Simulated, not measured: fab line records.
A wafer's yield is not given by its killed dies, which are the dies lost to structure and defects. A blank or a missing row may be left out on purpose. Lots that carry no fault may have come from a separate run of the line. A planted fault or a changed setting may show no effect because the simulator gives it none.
Matching of chambers ; flow gf180mcu ; GF_V3_CMP_04 on cmp-02: 4 sister chambers
The step polishes SiO2. 16 wafers are shown with their chamber, then 8 later ones without.

== WAFERS PAIRED WITH THEIR CHAMBERS ==
wafer;chamber;motor_current_A (A);time_to_endpoint_s (s);slurry_flow_ml_min
L695.4;2;13.2;89;149.2
L695.5;2;12.4;89;149.5
L695.6;1;14.6;88;148.7
L701.1;0;10.4;80;149.9
L701.4;1;13.9;93;150.8
L704.4;0;10.4;80;149.6
L707.4;2;12.9;82;150.8
L707.5;3;12.4;85;149.3
L707.6;2;12.5;87;150.2
L710.2;1;13.8;74;149.0
L710.4;0;10.9;77;149.8
L710.6;2;12.7;79;150.6
L711.1;2;12.9;81;149.6
L711.2;0;10.9;83;150.6
L711.6;3;12.3;75;150.2
L713.4;0;11.0;88;149.2

SIGNATURES, as means of the wafers listed above
reading;chamber 0;chamber 1;chamber 2;chamber 3;scatter within a chamber
motor_current_A;10.720;14.100;12.767;12.350;0.312
time_to_endpoint_s;81.60;85.00;84.50;80.00;5.84
slurry_flow_ml_min;149.820;149.500;149.983;149.750;0.714
Rule: distance of a wafer from a chamber = root of the sum over the readings of ((wafer's reading minus chamber's mean) / reading's scatter) squared. If the next closest chamber is less than 2 further off than the closest, the wafer can't be placed; otherwise it belongs to the closest. The scatter is the square root of a quotient: the sum, over the shown wafers, of each reading's squared deviation from its chamber's mean, divided by wafers minus chambers.

== WAFERS WITHOUT THEIR CHAMBER ==
wafer;motor_current_A (A);time_to_endpoint_s (s);slurry_flow_ml_min
L713.5;13.4;91;149.6
L713.6;11.1;92;149.8
L714.2;14.3;85;149.7
L714.4;12.7;80;150.1
L714.5;15.4;90;150.2
L716.2;12.9;81;150.2
L716.4;14.0;80;149.9
L716.6;12.2;88;150.3

== WHICH CHAMBER EACH ONE RAN IN ==
wafer;from the rows above;in truth
L713.5;can't be placed: 2 or 1 or 3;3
L713.6;0;0
L714.2;1;1
L714.4;can't be placed: 2 or 3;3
L714.5;1;1
L716.2;can't be placed: 2 or 3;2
L716.4;1;1
L716.6;can't be placed: 3 or 2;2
4 of 8 placed correctly. Unplaceable from these rows: 4, with the true chamber sitting among the candidates in 4. Wrongly placed: 0.
